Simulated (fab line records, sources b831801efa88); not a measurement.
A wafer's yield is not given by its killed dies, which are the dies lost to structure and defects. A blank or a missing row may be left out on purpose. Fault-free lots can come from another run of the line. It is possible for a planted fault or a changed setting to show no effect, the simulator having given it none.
Struck lot and sound lot, side by side | flow sky130 | 17 steps out of a route of 708
Sound: wafers L610.2, L610.3, L610.6. Struck: wafer L622.5. (L622.2 of the same lot was not struck and is left out.) The cause comes at the end.
Per side, at each step with rows, come the tool, then ch with its chambers, and then its first start. Under that, the readings that differ: sound wafers | struck wafers | difference of the means | sigmas: that difference in standard deviations of wafers without a fault.
alike: readings whose means differ by less than 2 such deviations, and words and numbers that are the same on both sides. not compared: withheld readings, readings that some wafer has no value for, bounds like >300 that may hide the same value, and numbers for which the record gives no deviation and whose values overlap.
Wherever a step has rows on one side only, a row that says differs or no value, or a row with sigmas, the two part there. When numbers do not overlap yet have no deviation, they are printed without sigmas and do not part them. A reading missing from all wafers of one side parts the sides only when that side holds two or more wafers.

SKY_VT_ADJUST_HVTP_OVL_MEAS_08:
  sound on overlay-01, day 6 21:17; struck on overlay-01, day 9 19:38
  alike: VT_ADJUST_HVTP_OVL
next, for these wafers, 1 step has no rows: SKY_VT_ADJUST_HVTP_IMPLANT_09.
SKY_VT_ADJUST_HVTP_STRIP_10: strips in O2/N2.
  sound on plasmaAsher-03 ch 0,1, day 6 21:28; struck on plasmaAsher-03 ch 0, day 9 19:49
  alike: drypumpMotorCurrentA, oesProductAu, stripTimeToEndpointS
  not compared: rfHoursCounterH
SKY_VT_ADJUST_HVTP_TW_MEAS_11:
  sound on filmMetro-04, day 6 21:35; struck on filmMetro-03, day 9 19:55
  alike: VT_ADJUST_HVTP_TW
then, 7 steps without rows for these wafers: SKY_VT_ADJUST_LVTN_DEHYDRATE_00 (time 60 s); SKY_VT_ADJUST_LVTN_HMDS_01 (prime time 60 s); SKY_VT_ADJUST_LVTN_COAT_02 (resist thk 3000 nm); SKY_VT_ADJUST_LVTN_SOFTBAKE_03; SKY_VT_ADJUST_LVTN_EXPOSE_04 (exposes mask NWM COMPLEMENT LESS NATIVE, target cd 840 nm); SKY_VT_ADJUST_LVTN_PEB_05; SKY_VT_ADJUST_LVTN_DEVELOP_06 (develop time 60 s).
SKY_VT_ADJUST_LVTN_OVL_MEAS_07:
  sound on overlay-01, day 7 17:00; struck on overlay-02, day 10 17:33
  alike: VT_ADJUST_LVTN_OVL
SKY_VT_ADJUST_LVTN_IMPLANT_08:
  sound on implanter-04 ch 0, day 7 17:03; struck on implanter-04 ch 0, day 10 17:36
  alike: doseIonsCm2, endStationPressureTorr
SKY_VT_ADJUST_LVTN_STRIP_09: strips in O2/N2.
  sound on plasmaAsher-01 ch 0,1, day 7 17:11; struck on plasmaAsher-01 ch 0, day 10 17:44
  alike: drypumpMotorCurrentA, oesProductAu, stripTimeToEndpointS
  not compared: rfHoursCounterH
SKY_VT_ADJUST_LVTN_TW_MEAS_10:
  sound on filmMetro-01, day 7 17:17; struck on filmMetro-01, day 10 17:50
reading           | sound             | struck | difference | sigmas
VT_ADJUST_LVTN_TW | 235.4 234.2 235.2 | 210.4  | -24.5      | -8
then, 1 step without rows for these wafers: SKY_VT_ADJUST_LVTN_DEHYDRATE_11 (time 60 s).
-- a jump in the record: the struck wafers' starts before and after are 39 days apart (it breaks off in module VT_ADJUST_LVTN and resumes in module PAD_OPEN, where the first step shown is number 708 of the route) --
SKY_PAD_OPEN_PROBE_99:
  sound on prober-02, day 46 18:58; struck on prober-02, day 49 19:24
reading                                      | sound                 | struck | difference | sigmas
model.etest.nfet_01v8.driveUaUmRange         | 10.27 7.849 6.336     | 15.18  | +7.03      | 
model.etest.nfet_01v8.driveUaUmRimLessCentre | -0.8914 -6.05 -0.4634 | -6.303 | -3.835     | 
model.etest.nfet_01v8.offLog10AUm            | -13.37 -13.3 -13.48   | -13.24 | +0.14      | 
model.etest.nfet_01v8_turned.offLog10AUm     | -13.31 -13.45 -13.3   | -13.28 | +0.07      | 
model.etest.nfet_01v8_lvt.vtSatV (V)         | 0.5507 0.5392 0.5469  | 0.5113 | -0.0343    | 
model.etest.nfet_01v8_lvt.vtV (V)            | 0.6173 0.6215 0.6175  | 0.6078 | -0.0110    | 
model.etest.nfet_01v8_swapped.vtSatV (V)     | 0.6558 0.6592 0.6667  | 0.6471 | -0.0135    | 
model.etest.nfet_01v8.vtSatV (V)             | 0.6574 0.6537 0.6628  | 0.6425 | -0.0155    | 
  alike: killed_at_M0_to_M3, killed_at_M4_up, killedAtContacts, killedAtFrontEnd, killedAtOther, killedDies, killedOpen, killedShort

## WHERE THEY PART
Within this record, at SKY_VT_ADJUST_LVTN_TW_MEAS_10 only. Later steps at which nothing parts them and some readings are alike: SKY_PAD_OPEN_PROBE_99.

WHY: the cause the simulator had injected
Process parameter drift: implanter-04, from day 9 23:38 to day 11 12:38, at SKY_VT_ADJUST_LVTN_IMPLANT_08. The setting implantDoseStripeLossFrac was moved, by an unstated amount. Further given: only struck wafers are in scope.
